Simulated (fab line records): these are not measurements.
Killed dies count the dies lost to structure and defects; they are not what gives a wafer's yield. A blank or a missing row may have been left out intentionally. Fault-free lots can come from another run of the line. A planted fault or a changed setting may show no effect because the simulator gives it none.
fab line records + flow sky130
record
- lots=6
- wafers=18
- last-day=48
route steps=708 shown VT_ADJUST_PCH@151 SONOS_TUNNEL@154 PAD_OPEN@708
lots that met no fault: taken from a fault-free run of the same line
start-h: start of the lot's first displayed wafer, in hours after the record's first day + wait-h: hours since the lot's step before + " the same as in the row above + L1.1+2: a single row standing in for several wafers + - either no value or no given start + * or withheld: withheld + < > ~ a bound
route shown NAME@n: a module of which the file shows steps, and the number in the route of the first + usual: mean/standard deviation taken from wafers without a fault + same: alike in all rows + chamber/n: place in a boat + sites: each site's reading + _std_site: standard deviation of those values + _edge_site: inner sites' mean taken away from outer sites' mean + radius-mm: how far each site lies from the wafer's centre + mask NAME#n: copy n + behind: tool/chamber where the wafer was last shaped + hold: what put the lot on hold/how long, in hours/how the hold closed + device: transistor that didn't switch, given as n, p or np + end of line: the tests these same wafers got at the end of their route + a step with no rows: only its recipe + killed: dies lost to structure and defects at the first sort, not the wafer's yield + map: the dies of a wafer, with x for killed, . for not killed, _ for no die there
set.NAME: the run value of the setting; set.NAME@STEP: its run value at that earlier step + model.NAME: the simulator's own value behind a step, which no gauge read
lots at selected steps of the route; one table per step, one row per wafer
services: the hour from which a tool's chamber was out of use, counted from the record's first day as start-h (under 0 if before that day), plus the number of hours and why
## steps
# step SKY_VT_ADJUST_PCH_IMPLANT_08
# recipe
- species=B
- energy-kev=10
- dose-cm2=5e+11
- tilt-deg=withheld
# step SKY_VT_ADJUST_PCH_STRIP_09
# recipe
- chemistry=O2/N2
- power-w=1400
- pressure-mtorr=1500
- platen-temp-c=withheld
- o2-flow-sccm=3000
- n2-flow-sccm=300
- overash-fraction=0.5
# usual
- drypump-motor-current-A=5.6/0.46
- oes-product-au=0.722/0.0044
- strip-time-to-endpoint-s=36.92/0.11
| lot.wafer | tool            | chamber | start-h | wait-h | drypump-motor-current-A | oes-product-au | rf-hours-counter-h | strip-time-to-endpoint-s |
|-----------|-----------------|---------|---------|--------|-------------------------|----------------|--------------------|--------------------------|
| L522.1    | plasma-asher-02 | 0       | 252.74  | 0.1    | 5.7                     | 0.721          | 14                 | 36.99                    |
| L522.4    | "               | 0       | "       | "      | 5.7                     | 0.721          | -                  | 37.02                    |
| L522.5    | "               | 1       | "       | "      | 4.9                     | 0.727          | -                  | 36.91                    |
| L528.2    | plasma-asher-02 | 1       | 282.55  | 0.1    | 4.9                     | 0.724          | 17                 | 36.97                    |
| L528.4    | "               | 0       | "       | "      | 5.8                     | 0.729          | -                  | 36.89                    |
| L528.5    | "               | 0       | "       | "      | 5.7                     | 0.728          | -                  | 36.99                    |
| L530.3    | plasma-asher-01 | 0       | 290.98  | 0.1    | 5.5                     | 0.723          | -                  | 36.86                    |
| L530.4    | "               | 1       | "       | "      | 5.9                     | 0.724          | -                  | 36.92                    |
| L530.6    | "               | 1       | "       | "      | 5.9                     | 0.723          | -                  | 36.86                    |
| L533.1    | plasma-asher-01 | 1       | 316.65  | 0.1    | 5.9                     | 0.722          | 61                 | 36.84                    |
| L533.3    | "               | 1       | "       | "      | 5.9                     | 0.719          | -                  | 36.97                    |
| L533.5    | "               | 1       | "       | "      | 5.9                     | 0.731          | -                  | 37.05                    |
| L534.1    | plasma-asher-01 | 0       | 322.66  | 0.1    | 5.5                     | 0.717          | 62                 | 36.99                    |
| L534.2    | "               | 1       | "       | "      | 5.9                     | 0.722          | 62                 | 36.88                    |
| L534.5    | "               | 1       | "       | "      | 5.9                     | 0.722          | -                  | 36.86                    |
| L536.1    | plasma-asher-03 | 0       | 338.24  | 0.1    | 6.5                     | 0.714          | 53                 | 37.07                    |
| L536.4    | "               | 0       | "       | "      | 6.5                     | 0.719          | -                  | 37.08                    |
| L536.6    | "               | 0       | "       | "      | 6.5                     | 0.724          | -                  | 37.01                    |
# step SKY_VT_ADJUST_PCH_TW_MEAS_10
# usual
- VT_ADJUST_PCH_TW=143.8/1.5
| lot.wafer | tool          | chamber | start-h | wait-h | VT_ADJUST_PCH_TW |
|-----------|---------------|---------|---------|--------|------------------|
| L522.1    | film-metro-01 | -       | 252.84  | 0.1    | 143.9            |
| L522.4    | "             | -       | "       | "      | 144.2            |
| L522.5    | "             | -       | "       | "      | 144.1            |
| L528.2    | film-metro-04 | -       | 282.66  | 0.1    | 142.1            |
| L528.4    | "             | -       | "       | "      | 141.8            |
| L528.5    | "             | -       | "       | "      | 142.3            |
| L530.3    | film-metro-01 | -       | 291.07  | 0.1    | 144.1            |
| L530.4    | "             | -       | "       | "      | 143.6            |
| L530.6    | "             | -       | "       | "      | 143.7            |
| L533.1    | film-metro-02 | -       | 316.76  | 0.1    | 146.1            |
| L533.3    | "             | -       | "       | "      | 146.2            |
| L533.5    | "             | -       | "       | "      | 145.7            |
| L534.1    | film-metro-01 | -       | 322.76  | 0.1    | 144.6            |
| L534.2    | "             | -       | "       | "      | 143.4            |
| L534.5    | "             | -       | "       | "      | 144.9            |
| L536.1    | film-metro-02 | -       | 338.34  | 0.1    | 146.2            |
| L536.4    | "             | -       | "       | "      | 146.2            |
| L536.6    | "             | -       | "       | "      | 146.0            |
# step SKY_SONOS_TUNNEL_DEHYDRATE_00
# recipe
- temp-c=200
- time-s=60
# step SKY_SONOS_TUNNEL_HMDS_01
# recipe
- prime-time-s=60
- prime-temp-c=120
# step SKY_SONOS_TUNNEL_COAT_02
# recipe
- resist=NOVOLAK
- spin-rpm=2972
- resist-thk-nm=1140
# step SKY_SONOS_TUNNEL_SOFTBAKE_03
# recipe
- temp-c=90
- time-s=60
- resist=NOVOLAK
# step SKY_SONOS_TUNNEL_EXPOSE_04
# recipe
- mask-id=TUNM
- na=0.6
- source-shape=conventional
- sigma-outer=0.6
- polarization=unpolarized
- target-cd-nm=410
- dose-mj=136
# step SKY_SONOS_TUNNEL_PEB_05
# recipe
- temp-c=withheld
- time-s=*
- resist=NOVOLAK
# step SKY_SONOS_TUNNEL_DEVELOP_06
# recipe
- resist=NOVOLAK
- developer=TMAH
- develop-time-s=60
- dev-temp-c=23
# step SKY_SONOS_TUNNEL_CD_MEAS_07
# recipe
- target-cd-nm=410
# usual
- cd-nm=410.3/2.4
| lot.wafer | tool      | chamber | start-h | wait-h | cd-nm |
|-----------|-----------|---------|---------|--------|-------|
| L522.1    | cd-sem-02 | -       | 275.92  | 0.1    | 410.1 |
| L522.4    | "         | -       | "       | "      | 411.2 |
| L522.5    | "         | -       | "       | "      | 408.1 |
| L528.2    | cd-sem-01 | -       | 307.79  | 0.1    | 409.1 |
| L528.4    | "         | -       | "       | "      | 407.4 |
| L528.5    | "         | -       | "       | "      | 408.3 |
| L530.3    | cd-sem-01 | -       | 317.21  | 0.1    | 409.7 |
| L530.4    | "         | -       | "       | "      | 412.0 |
| L530.6    | "         | -       | "       | "      | 409.6 |
| L533.1    | cd-sem-02 | -       | 343.07  | 0.1    | 414.3 |
| L533.3    | "         | -       | "       | "      | 414.3 |
| L533.5    | "         | -       | "       | "      | 412.2 |
| L534.1    | cd-sem-01 | -       | 349.57  | 0.1    | 408.6 |
| L534.2    | "         | -       | "       | "      | 408.5 |
| L534.5    | "         | -       | "       | "      | 408.0 |
| L536.1    | cd-sem-01 | -       | 366.07  | 0.1    | 410.5 |
| L536.4    | "         | -       | "       | "      | 408.4 |
| L536.6    | "         | -       | "       | "      | 409.7 |
# step SKY_SONOS_TUNNEL_OVL_MEAS_08
# usual
- SONOS_TUNNEL_OVL=0.7/1.4
| lot.wafer | tool       | chamber | start-h | wait-h | SONOS_TUNNEL_OVL[nm] |
|-----------|------------|---------|---------|--------|----------------------|
| L522.1    | overlay-01 | -       | 276.04  | 0.1    | 2.0                  |
| L522.4    | "          | -       | "       | "      | 2.4                  |
| L522.5    | "          | -       | "       | "      | 1.4                  |
| L528.2    | overlay-02 | -       | 307.90  | 0.1    | 1.8                  |
| L528.4    | "          | -       | "       | "      | -0.5                 |
| L528.5    | "          | -       | "       | "      | 2.9                  |
| L530.3    | overlay-01 | -       | 317.30  | 0.1    | 0.9                  |
| L530.4    | "          | -       | "       | "      | 1.2                  |
| L530.6    | "          | -       | "       | "      | 2.1                  |
| L533.1    | overlay-01 | -       | 343.19  | 0.1    | -1.8                 |
| L533.3    | "          | -       | "       | "      | -0.9                 |
| L533.5    | "          | -       | "       | "      | 0.6                  |
| L534.1    | overlay-01 | -       | 349.69  | 0.1    | 1.0                  |
| L534.2    | "          | -       | "       | "      | 1.0                  |
| L534.5    | "          | -       | "       | "      | 1.2                  |
| L536.1    | overlay-02 | -       | 366.19  | 0.1    | 3.1                  |
| L536.4    | "          | -       | "       | "      | 2.3                  |
| L536.6    | "          | -       | "       | "      | 1.4                  |
# step SKY_SONOS_TUNNEL_IMPLANT_09
# recipe
- species=B
- energy-kev=20
- dose-cm2=1e+12
- tilt-deg=withheld
# usual
- beam-energy-keV=20.001/0.006
- dose-ions-cm2=1.0001e+12/1.2e+09
| lot.wafer | tool         | chamber | start-h | wait-h | beam-energy-keV | dose-ions-cm2 |
|-----------|--------------|---------|---------|--------|-----------------|---------------|
| L522.1    | implanter-04 | 0       | 276.08  | 0.0    | 19.991          | 9.991e+11     |
| L522.4    | "            | 0       | "       | "      | 19.998          | 9.981e+11     |
| L522.5    | "            | 0       | "       | "      | 20.004          | 9.978e+11     |
| L528.2    | implanter-03 | 0       | 307.95  | 0.0    | 20.003          | 9.994e+11     |
| L528.4    | "            | 0       | "       | "      | 20.006          | 1.0006e+12    |
| L528.5    | "            | 0       | "       | "      | 19.994          | 9.984e+11     |
| L530.3    | implanter-02 | 0       | 317.38  | 0.1    | 20.008          | 9.986e+11     |
| L530.4    | "            | 0       | "       | "      | 20.003          | 9.996e+11     |
| L530.6    | "            | 0       | "       | "      | 20.008          | 1.0008e+12    |
| L530.3    | implanter-02 | 0       | 317.69  | 0.3    | 19.994          | 1.0004e+12    |
| L530.4    | "            | 0       | "       | "      | 19.996          | 1.0007e+12    |
| L530.6    | "            | 0       | "       | "      | 19.991          | 1.0009e+12    |
| L533.1    | implanter-04 | 0       | 343.22  | 0.0    | 20.004          | 1.0002e+12    |
| L533.3    | "            | 0       | "       | "      | 19.995          | 9.991e+11     |
| L533.5    | "            | 0       | "       | "      | 20.000          | 9.989e+11     |
| L534.1    | implanter-03 | 0       | 349.73  | 0.0    | 19.996          | 1.0013e+12    |
| L534.2    | "            | 0       | "       | "      | 19.999          | 1.0009e+12    |
| L534.5    | "            | 0       | "       | "      | 20.003          | 1.0008e+12    |
| L534.1    | implanter-03 | 0       | 350.04  | 0.3    | 20.003          | 1.0006e+12    |
| L534.2    | "            | 0       | "       | "      | 20.002          | 9.995e+11     |
| L534.5    | "            | 0       | "       | "      | 20.005          | 1.0003e+12    |
| L536.1    | implanter-03 | 0       | 366.23  | 0.0    | 20.012          | 1.0008e+12    |
| L536.4    | "            | 0       | "       | "      | 20.004          | 9.995e+11     |
| L536.6    | "            | 0       | "       | "      | 20.003          | 1.0018e+12    |
# step SKY_SONOS_TUNNEL_WET_ETCH_10
# recipe
- chemistry=dHF
- target-depth-nm=14
- target=SiO2
- dilution=100:1
- temp-c=25
- time-s=280
# step SKY_SONOS_TUNNEL_STRIP_11
# recipe
- chemistry=SPM
- time-s=600
- temp-c=130
# step SKY_SONOS_TUNNEL_TW_MEAS_12
# usual
- SONOS_TUNNEL_TW=198.5/2.1
| lot.wafer | tool          | chamber | start-h | wait-h | SONOS_TUNNEL_TW |
|-----------|---------------|---------|---------|--------|-----------------|
| L522.1    | film-metro-03 | -       | 276.52  | 0.0    | 195.3           |
| L522.4    | "             | -       | "       | "      | 196.2           |
| L522.5    | "             | -       | "       | "      | 196.3           |
| L528.2    | film-metro-02 | -       | 308.36  | 0.0    | 200.0           |
| L528.4    | "             | -       | "       | "      | 200.7           |
| L528.5    | "             | -       | "       | "      | 201.9           |
| L530.3    | film-metro-03 | -       | 318.10  | 0.0    | 240.4           |
| L530.4    | "             | -       | "       | "      | 240.9           |
| L530.6    | "             | -       | "       | "      | 241.3           |
| L530.3    | film-metro-03 | -       | 318.37  | 0.3    | 241.4           |
| L530.4    | "             | -       | "       | "      | 241.1           |
| L530.6    | "             | -       | "       | "      | 240.5           |
| L533.1    | film-metro-03 | -       | 343.63  | 0.0    | 197.0           |
| L533.3    | "             | -       | "       | "      | 198.1           |
| L533.5    | "             | -       | "       | "      | 197.6           |
| L534.1    | film-metro-02 | -       | 350.50  | 0.0    | 245.5           |
| L534.2    | "             | -       | "       | "      | 246.9           |
| L534.5    | "             | -       | "       | "      | 245.9           |
| L534.1    | film-metro-02 | -       | 350.72  | 0.2    | 246.5           |
| L534.2    | "             | -       | "       | "      | 245.8           |
| L534.5    | "             | -       | "       | "      | 246.0           |
| L536.1    | film-metro-04 | -       | 366.64  | 0.0    | 196.7           |
| L536.4    | "             | -       | "       | "      | 197.6           |
| L536.6    | "             | -       | "       | "      | 196.1           |
# step SKY_SONOS_TUNNEL_CLEAN_13
# recipe
- chemistry=dHF
- time-s=20
- dilution=100:1
- dry=ipa-marangoni
# step SKY_PAD_OPEN_PROBE_99
# usual
- killed_at_M0_to_M3=44/6.8
- killed_at_M4_up=2.9/1.9
- killed-at-contacts=24/5.2
- killed-at-front-end=16/4.1
- killed-at-other=0.4/0.74
- killed-dies=88/9.1
- killed-open=48/7.2
- killed-short=39/5.6
# same
- gross-dies=492
- killed-at-back-side=0
| lot.wafer | tool      | chamber | start-h | wait-h | killed_at_M0_to_M3 | killed_at_M4_up | killed-at-contacts | killed-at-front-end | killed-at-other | killed-dies | killed-open | killed-short | model.etest.tip-sonos.rs-ohm-sq | model.etest.sonos-uncharged.r-on-ohm-um | model.etest.sonos-baked.vt-v | model.etest.sonos-programmed.vt-v | model.etest.sonos-uncharged.vt-v | model.etest.sonos-erased.vt-v |
|-----------|-----------|---------|---------|--------|--------------------|-----------------|--------------------|---------------------|-----------------|-------------|-------------|--------------|---------------------------------|-----------------------------------------|------------------------------|-----------------------------------|----------------------------------|-------------------------------|
| L522.1    | prober-01 | -       | 1092.90 | 0.1    | 31                 | 9               | 18                 | 12                  | 0               | 70          | 39          | 31           | 2606                            | 808.7                                   | 1.002                        | 1.453                             | -0.4103                          | -2.309                        |
| L522.4    | prober-01 | -       | 1093.05 | 0.2    | 56                 | 2               | 22                 | 13                  | 0               | 93          | 54          | 39           | 2591                            | 803.7                                   | 0.9944                       | 1.494                             | -0.4415                          | -2.3                          |
| L522.5    | prober-01 | -       | 1093.10 | 0.2    | 42                 | 4               | 21                 | 24                  | 0               | 91          | 45          | 46           | 2644                            | 816.4                                   | 1.009                        | 1.55                              | -0.4162                          | -2.352                        |
| L528.2    | prober-01 | -       | 1126.93 | 0.1    | 47                 | 1               | 24                 | 23                  | 0               | 95          | 55          | 40           | 2631                            | 808.3                                   | 1.004                        | 1.539                             | -0.4582                          | -2.338                        |
| L528.4    | prober-01 | -       | 1127.03 | 0.2    | 44                 | 0               | 21                 | 18                  | 0               | 83          | 48          | 35           | 2583                            | 818.6                                   | 1.018                        | 1.46                              | -0.4724                          | -2.355                        |
| L528.5    | prober-01 | -       | 1127.08 | 0.2    | 42                 | 0               | 34                 | 19                  | 0               | 95          | 58          | 36           | 2605                            | 801.1                                   | 1.005                        | 1.51                              | -0.4676                          | -2.328                        |
| L530.3    | prober-02 | -       | 1132.05 | 0.2    | 39                 | 1               | 19                 | 15                  | 0               | 74          | 40          | 34           | 2798                            | 876.2                                   | 1.172                        | 1.696                             | -0.2463                          | -2.015                        |
| L530.4    | prober-02 | -       | 1132.10 | 0.2    | 34                 | 2               | 32                 | 14                  | 0               | 82          | 42          | 39           | 2848                            | 884.3                                   | 1.21                         | 1.665                             | -0.1758                          | -2.097                        |
| L530.6    | prober-02 | -       | 1132.20 | 0.2    | 42                 | 1               | 18                 | 18                  | 0               | 79          | 42          | 37           | 2845                            | 869.6                                   | 1.201                        | 1.692                             | -0.213                           | -2.066                        |
| L533.1    | prober-02 | -       | 1143.34 | 0.1    | 56                 | 4               | 20                 | 21                  | 0               | 101         | 48          | 52           | 2649                            | 829.8                                   | 0.8615                       | 1.3                               | -0.4258                          | -2.116                        |
| L533.3    | prober-02 | -       | 1143.44 | 0.2    | 46                 | 3               | 35                 | 18                  | 1               | 103         | 54          | 47           | 2692                            | 821.7                                   | 0.967                        | 1.44                              | -0.4284                          | -2.226                        |
| L533.5    | prober-02 | -       | 1143.54 | 0.2    | 56                 | 1               | 24                 | 13                  | 1               | 95          | 50          | 45           | 2661                            | 820.9                                   | 0.9447                       | 1.424                             | -0.4192                          | -2.229                        |
| L534.1    | prober-01 | -       | 1152.79 | 0.1    | 48                 | 4               | 20                 | 11                  | 0               | 83          | 49          | 34           | 2755                            | 883.9                                   | 1.179                        | 1.73                              | -0.2051                          | -2.083                        |
| L534.2    | prober-01 | -       | 1152.84 | 0.1    | 42                 | 1               | 20                 | 19                  | 0               | 82          | 50          | 32           | 2732                            | 884                                     | 1.232                        | 1.716                             | -0.2057                          | -2.021                        |
| L534.5    | prober-01 | -       | 1152.99 | 0.2    | 39                 | 5               | 14                 | 21                  | 1               | 80          | 40          | 40           | 2809                            | 880.2                                   | 1.213                        | 1.776                             | -0.2272                          | -2.087                        |
| L536.1    | prober-01 | -       | 1157.89 | 0.1    | 53                 | 0               | 33                 | 14                  | 1               | 101         | 53          | 48           | 2656                            | 800.9                                   | 1.034                        | 1.593                             | -0.4553                          | -2.418                        |
| L536.4    | prober-01 | -       | 1158.04 | 0.2    | 43                 | 2               | 15                 | 17                  | 3               | 80          | 50          | 28           | 2659                            | 814.9                                   | 1.004                        | 1.564                             | -0.444                           | -2.33                         |
| L536.6    | prober-01 | -       | 1158.14 | 0.2    | 48                 | 5               | 26                 | 14                  | 0               | 93          | 48          | 45           | 2666                            | 805.6                                   | 0.9945                       | 1.507                             | -0.4594                          | -2.398                        |
# killed by level:class
L522.1 VIA1:geometric-particle:open=12 CONTACT:geometric-particle:open=6 METAL4:geometric-particle:short=6 LI_CONTACT:geometric-particle:open=5 SPACER:geometric-particle:short=4 FIELD_ISO:geometric-particle:short=3 POLY_GATE:geometric-particle:open=3 LOCAL_INTERCONNECT:geometric-particle:open=3
L522.4 METAL1:geometric-particle:short=14 VIA1:geometric-particle:open=13 VIA2:geometric-particle:open=10 LI_CONTACT:geometric-particle:open=8 VIA3:geometric-particle:open=7 POLY_GATE:geometric-particle:short=5 METAL2:geometric-particle:short=5 CONTACT:geometric-particle:short=4
L522.5 VIA1:geometric-particle:open=11 FIELD_ISO:geometric-particle:open=8 VIA1:geometric-particle:short=6 LI_CONTACT:geometric-particle:open=6 FIELD_ISO:geometric-particle:short=5 LI_CONTACT:geometric-particle:short=5 POLY_GATE:geometric-particle:open=4 VIA2:geometric-particle:short=4
L528.2 VIA1:geometric-particle:open=16 CONTACT:geometric-particle:open=13 VIA1:geometric-particle:short=8 POLY_GATE:geometric-particle:short=7 LI_CONTACT:geometric-particle:open=5 POLY_GATE:geometric-particle:open=5 FIELD_ISO:geometric-particle:open=4 METAL2:geometric-particle:short=4
L528.4 VIA1:geometric-particle:open=12 CONTACT:geometric-particle:open=7 VIA2:geometric-particle:open=7 VIA3:geometric-particle:open=7 POLY_GATE:geometric-particle:short=5 LI_CONTACT:geometric-particle:open=5 LOCAL_INTERCONNECT:geometric-particle:short=5 FIELD_ISO:geometric-particle:open=4
L528.5 CONTACT:geometric-particle:open=12 LI_CONTACT:geometric-particle:open=11 VIA1:geometric-particle:open=10 CONTACT:geometric-particle:short=7 VIA3:geometric-particle:open=7 FIELD_ISO:geometric-particle:short=6 POLY_GATE:geometric-particle:open=5 VIA2:geometric-particle:open=5
L530.3 VIA3:geometric-particle:open=9 VIA1:geometric-particle:open=9 LI_CONTACT:geometric-particle:open=6 METAL1:geometric-particle:short=5 FIELD_ISO:geometric-particle:short=4 VIA1:geometric-particle:short=4 CONTACT:geometric-particle:open=4 POLY_GATE:geometric-particle:open=3
L530.4 CONTACT:geometric-particle:open=15 VIA1:geometric-particle:open=7 LI_CONTACT:geometric-particle:open=7 FIELD_ISO:geometric-particle:short=6 METAL1:geometric-particle:short=5 LOCAL_INTERCONNECT:geometric-particle:short=5 VIA3:geometric-particle:open=5 VIA2:geometric-particle:open=4
L530.6 VIA1:geometric-particle:open=9 LI_CONTACT:geometric-particle:open=6 LOCAL_INTERCONNECT:geometric-particle:short=6 VIA2:geometric-particle:open=6 VIA3:geometric-particle:open=6 FIELD_ISO:geometric-particle:open=5 METAL2:geometric-particle:short=5 FIELD_ISO:geometric-particle:short=4
L533.1 VIA3:geometric-particle:open=11 VIA2:geometric-particle:open=8 VIA1:geometric-particle:open=8 VIA1:geometric-particle:short=8 FIELD_ISO:geometric-particle:short=7 LI_CONTACT:geometric-particle:open=7 LOCAL_INTERCONNECT:geometric-particle:short=6 POLY_GATE:geometric-particle:short=5
L533.3 LI_CONTACT:geometric-particle:open=11 CONTACT:geometric-particle:open=11 VIA1:geometric-particle:open=10 VIA1:geometric-particle:short=8 METAL2:geometric-particle:short=8 FIELD_ISO:geometric-particle:short=6 LOCAL_INTERCONNECT:geometric-particle:short=6 VIA2:geometric-particle:open=5
L533.5 VIA1:geometric-particle:open=11 CONTACT:geometric-particle:short=10 VIA3:geometric-particle:open=10 VIA2:geometric-particle:open=9 FIELD_ISO:geometric-particle:short=6 CONTACT:geometric-particle:open=6 VIA1:geometric-particle:short=6 METAL2:geometric-particle:short=5
L534.1 VIA1:geometric-particle:open=12 METAL1:geometric-particle:short=9 CONTACT:geometric-particle:open=8 VIA3:geometric-particle:open=8 VIA2:geometric-particle:open=5 FIELD_ISO:geometric-particle:short=4 LI_CONTACT:geometric-particle:open=4 METAL2:geometric-particle:short=4
L534.2 CONTACT:geometric-particle:open=13 POLY_GATE:geometric-particle:open=7 VIA1:geometric-particle:open=7 VIA1:geometric-particle:short=6 METAL1:geometric-particle:short=6 VIA2:geometric-particle:open=6 VIA3:geometric-particle:open=5 FIELD_ISO:geometric-particle:open=4
L534.5 VIA1:geometric-particle:open=13 FIELD_ISO:geometric-particle:short=6 VIA2:geometric-particle:open=6 FIELD_ISO:geometric-particle:open=5 CONTACT:geometric-particle:short=5 VIA3:geometric-particle:open=5 VIA2:geometric-particle:short=4 METAL4:geometric-particle:short=4
L536.1 VIA1:geometric-particle:open=13 CONTACT:geometric-particle:open=11 METAL1:geometric-particle:short=10 POLY_GATE:geometric-particle:open=7 METAL2:geometric-particle:short=7 VIA2:geometric-particle:short=6 VIA2:geometric-particle:open=6 LOCAL_INTERCONNECT:geometric-particle:short=6
L536.4 VIA2:geometric-particle:open=12 VIA1:geometric-particle:open=8 FIELD_ISO:geometric-particle:short=5 FIELD_ISO:geometric-particle:open=5 VIA2:geometric-particle:short=5 LI_CONTACT:geometric-particle:open=5 CONTACT:geometric-particle:open=5 METAL1:geometric-particle:short=5
L536.6 VIA1:geometric-particle:open=10 METAL1:geometric-particle:short=9 CONTACT:geometric-particle:open=8 VIA3:geometric-particle:open=8 POLY_GATE:geometric-particle:open=6 CONTACT:geometric-particle:short=6 LI_CONTACT:geometric-particle:open=5 FIELD_ISO:geometric-particle:open=4
## services
| tool            | chamber | start-h | hours | kind   |
|-----------------|---------|---------|-------|--------|
| implanter-02    | -       | 252.24  | 7.3   | repair |
| implanter-03    | -       | 267.18  | 0.7   | repair |
| implanter-03    | -       | 269.45  | 5.8   | pm     |
| plasma-asher-03 | -       | 287.53  | 2.8   | pm     |
| implanter-02    | -       | 287.95  | 4.0   | pm     |
| plasma-asher-03 | -       | 299.26  | 14.6  | pm     |
| implanter-02    | -       | 301.30  | 3.5   | pm     |
| implanter-03    | -       | 314.12  | 19.8  | pm     |
| implanter-04    | -       | 359.79  | 3.1   | pm     |
## key
first-sign
- step=SKY_SONOS_TUNNEL_IMPLANT_09
- reading=visit
- direction=added
effect
- step=SKY_SONOS_TUNNEL_TW_MEAS_12
- reading=visit
- direction=added
effect
- step=SKY_SONOS_TUNNEL_TW_MEAS_12
- reading=SONOS_TUNNEL_TW
- direction=up
- sigmas=22
- usual=198.5
- struck=243.5
model-effect
- step=SKY_PAD_OPEN_PROBE_99
- value=etest.tip-sonos.rs-ohm-sq
- without=2653
- struck=2798
met-at SKY_SONOS_TUNNEL_IMPLANT_09
struck-wafers L530.3,L530.4,L530.6,L534.1,L534.2,L534.5
tester-left-out L530,L534
fault
- kind=repeated-step-whole
- tool=implanter-02,implanter-03,implanter-04
- chamber=-
- onset-h=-
- steps=SKY_SONOS_TUNNEL_IMPLANT_09
- times=1
- scope=struck-lots-only
# tester-left-out: of these lots the tester's yield and bins aren't shown, on N5 and GAA mostly nor the transistor test; their killed dies are dies lost to structure and defects alone, not to doping, threshold or leakage, so they don't give the yield
